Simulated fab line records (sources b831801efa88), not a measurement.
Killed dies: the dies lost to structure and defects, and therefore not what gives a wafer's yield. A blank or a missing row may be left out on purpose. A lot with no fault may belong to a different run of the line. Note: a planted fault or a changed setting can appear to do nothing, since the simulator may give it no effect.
Lot-split experiment / flow sky130 / 5 lots, 23 wafers read, on a route of 708 steps

## SPLIT DETAILS
At SKY_FIELD_ISO_ETCH_15 (etches the open film in CHF3/O2, stops on Si, target depth 180 nm, time 72 s), the setting time s was moved away from the recipe's 72 s on 10 of the 23 wafers read, by +8.1% to +14.0%. This setting was run at the recipe's value on the other wafers.

The reading comes from the split's own step.

## THE READING
KrF-thick_of_FIELD_ISO_COAT_08.thk nm (the simulator's own value, which no gauge read), in nm, at SKY_FIELD_ISO_ETCH_15 (etches the open film in CHF3/O2, stops on Si, target depth 180 nm, time 72 s). No usual value for it is given in the file. Here, 13 wafers ran the recipe; their average is 233.9 nm with a standard deviation of 3.1 nm.

wafer=L077.1; tool, chamber at the split=rie diel-03, 0; time s as run, s=79.92; against the recipe=+11.0%; KrF-thick_of_FIELD_ISO_COAT_08.thk nm, nm=213; against lot-mates on the recipe=-22.3
wafer=L077.2; tool, chamber at the split=rie diel-03, 3; time s as run, s=72; against the recipe=recipe; KrF-thick_of_FIELD_ISO_COAT_08.thk nm, nm=237; against lot-mates on the recipe=-
wafer=L077.3; tool, chamber at the split=rie diel-03, 2; time s as run, s=79.92; against the recipe=+11.0%; KrF-thick_of_FIELD_ISO_COAT_08.thk nm, nm=217.2; against lot-mates on the recipe=-18.1
wafer=L077.4; tool, chamber at the split=rie diel-03, 2; time s as run, s=72; against the recipe=recipe; KrF-thick_of_FIELD_ISO_COAT_08.thk nm, nm=233.6; against lot-mates on the recipe=-
wafer=L077.6; tool, chamber at the split=rie diel-03, 3; time s as run, s=79.92; against the recipe=+11.0%; KrF-thick_of_FIELD_ISO_COAT_08.thk nm, nm=219.3; against lot-mates on the recipe=-16.0
wafer=L078.2; tool, chamber at the split=rie diel-03, 3; time s as run, s=79.99; against the recipe=+11.1%; KrF-thick_of_FIELD_ISO_COAT_08.thk nm, nm=221.3; against lot-mates on the recipe=-13.2
wafer=L078.3; tool, chamber at the split=rie diel-03, 0; time s as run, s=72; against the recipe=recipe; KrF-thick_of_FIELD_ISO_COAT_08.thk nm, nm=232.9; against lot-mates on the recipe=-
wafer=L078.4; tool, chamber at the split=rie diel-03, 1; time s as run, s=72; against the recipe=recipe; KrF-thick_of_FIELD_ISO_COAT_08.thk nm, nm=235.5; against lot-mates on the recipe=-
wafer=L078.5; tool, chamber at the split=rie diel-03, 1; time s as run, s=79.99; against the recipe=+11.1%; KrF-thick_of_FIELD_ISO_COAT_08.thk nm, nm=216.8; against lot-mates on the recipe=-17.7
wafer=L078.6; tool, chamber at the split=rie diel-03, 2; time s as run, s=72; against the recipe=recipe; KrF-thick_of_FIELD_ISO_COAT_08.thk nm, nm=235.2; against lot-mates on the recipe=-
wafer=L080.2; tool, chamber at the split=rie diel-02, 3; time s as run, s=72; against the recipe=recipe; KrF-thick_of_FIELD_ISO_COAT_08.thk nm, nm=233; against lot-mates on the recipe=-
wafer=L080.4; tool, chamber at the split=rie diel-02, 1; time s as run, s=72; against the recipe=recipe; KrF-thick_of_FIELD_ISO_COAT_08.thk nm, nm=235.1; against lot-mates on the recipe=-
wafer=L080.5; tool, chamber at the split=rie diel-02, 0; time s as run, s=72; against the recipe=recipe; KrF-thick_of_FIELD_ISO_COAT_08.thk nm, nm=235.6; against lot-mates on the recipe=-
wafer=L083.1; tool, chamber at the split=rie diel-01, 1; time s as run, s=72; against the recipe=recipe; KrF-thick_of_FIELD_ISO_COAT_08.thk nm, nm=232.7; against lot-mates on the recipe=-
wafer=L083.2; tool, chamber at the split=rie diel-01, 2; time s as run, s=77.82; against the recipe=+8.1%; KrF-thick_of_FIELD_ISO_COAT_08.thk nm, nm=213.4; against lot-mates on the recipe=-16.2
wafer=L083.3; tool, chamber at the split=rie diel-01, 0; time s as run, s=72; against the recipe=recipe; KrF-thick_of_FIELD_ISO_COAT_08.thk nm, nm=225.3; against lot-mates on the recipe=-
wafer=L083.4; tool, chamber at the split=rie diel-01, 3; time s as run, s=77.82; against the recipe=+8.1%; KrF-thick_of_FIELD_ISO_COAT_08.thk nm, nm=212.8; against lot-mates on the recipe=-16.8
wafer=L083.5; tool, chamber at the split=rie diel-01, 1; time s as run, s=72; against the recipe=recipe; KrF-thick_of_FIELD_ISO_COAT_08.thk nm, nm=230.7; against lot-mates on the recipe=-
wafer=L084.1; tool, chamber at the split=rie diel-02, 3; time s as run, s=72; against the recipe=recipe; KrF-thick_of_FIELD_ISO_COAT_08.thk nm, nm=237.1; against lot-mates on the recipe=-
wafer=L084.2; tool, chamber at the split=rie diel-02, 0; time s as run, s=72; against the recipe=recipe; KrF-thick_of_FIELD_ISO_COAT_08.thk nm, nm=237; against lot-mates on the recipe=-
wafer=L084.3; tool, chamber at the split=rie diel-02, 2; time s as run, s=82.09; against the recipe=+14.0%; KrF-thick_of_FIELD_ISO_COAT_08.thk nm, nm=215.8; against lot-mates on the recipe=-21.2
wafer=L084.4; tool, chamber at the split=rie diel-02, 1; time s as run, s=82.09; against the recipe=+14.0%; KrF-thick_of_FIELD_ISO_COAT_08.thk nm, nm=212.1; against lot-mates on the recipe=-25.0
wafer=L084.6; tool, chamber at the split=rie diel-02, 3; time s as run, s=82.09; against the recipe=+14.0%; KrF-thick_of_FIELD_ISO_COAT_08.thk nm, nm=211.5; against lot-mates on the recipe=-25.6

THE FIT
A straight line over all 23 wafers: KrF-thick_of_FIELD_ISO_COAT_08.thk nm changes by -1.55 nm for each +1% of time s; r = -0.93; the points scatter about the line by 3.9 nm.
The same after taking each lot's own level away (the mean of its wafers on the recipe; 23 wafers): -1.67 nm for each +1%; r = -0.97; scatter 2.4 nm.
According to that fit, moving time s by its largest amount changes the reading by 23 nm.
Measured against the standard deviation above, the lots' own levels, which go from 229.57 to 237.05 nm, span 2.4 times it.
So the lot-to-lot level changes the slope little: the two slopes agree.
Check: -24 nm against its lot-mates is what the line predicts for one of the wafers moved furthest among these (+14.0%) when that wafer is left out of the fit. It came out at -21.2 nm against them.

## THESE WAFERS: OTHER SPLITS
Before the reading, these wafers also passed through other splits. Each is held against what the fit with the lots' levels taken away leaves over:
other split on the same wafers=SKY_FIELD_ISO_OXIDATION_01 temp c; wafers away from the commonest value=18; r with KrF-thick_of_FIELD_ISO_COAT_08.thk nm (lot level and that fit taken away)=+0.01

## THE WHOLE CHAIN: every reading that the file lists as answering this split, in the file's order
step=SKY_FIELD_ISO_ETCH_15; what it does=etches the open film in CHF3/O2, stops on Si, target depth 180 nm, time 72 s; reading=KrF-thick_of_FIELD_ISO_COAT_08.thk nm (the simulator's own value, which no gauge read); change (the file's fit)=-1.67 nm for each +1% of the setting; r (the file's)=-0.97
step=SKY_FIELD_ISO_STRIP_16; what it does=strips in O2/N2; reading=strip time to endpoint s; change (the file's fit)=withheld for each +1% of the setting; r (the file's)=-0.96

## THE FILE'S OWN FIT
KrF-thick_of_FIELD_ISO_COAT_08.thk nm changes by -1.67 nm for each +1% of time s, r = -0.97.
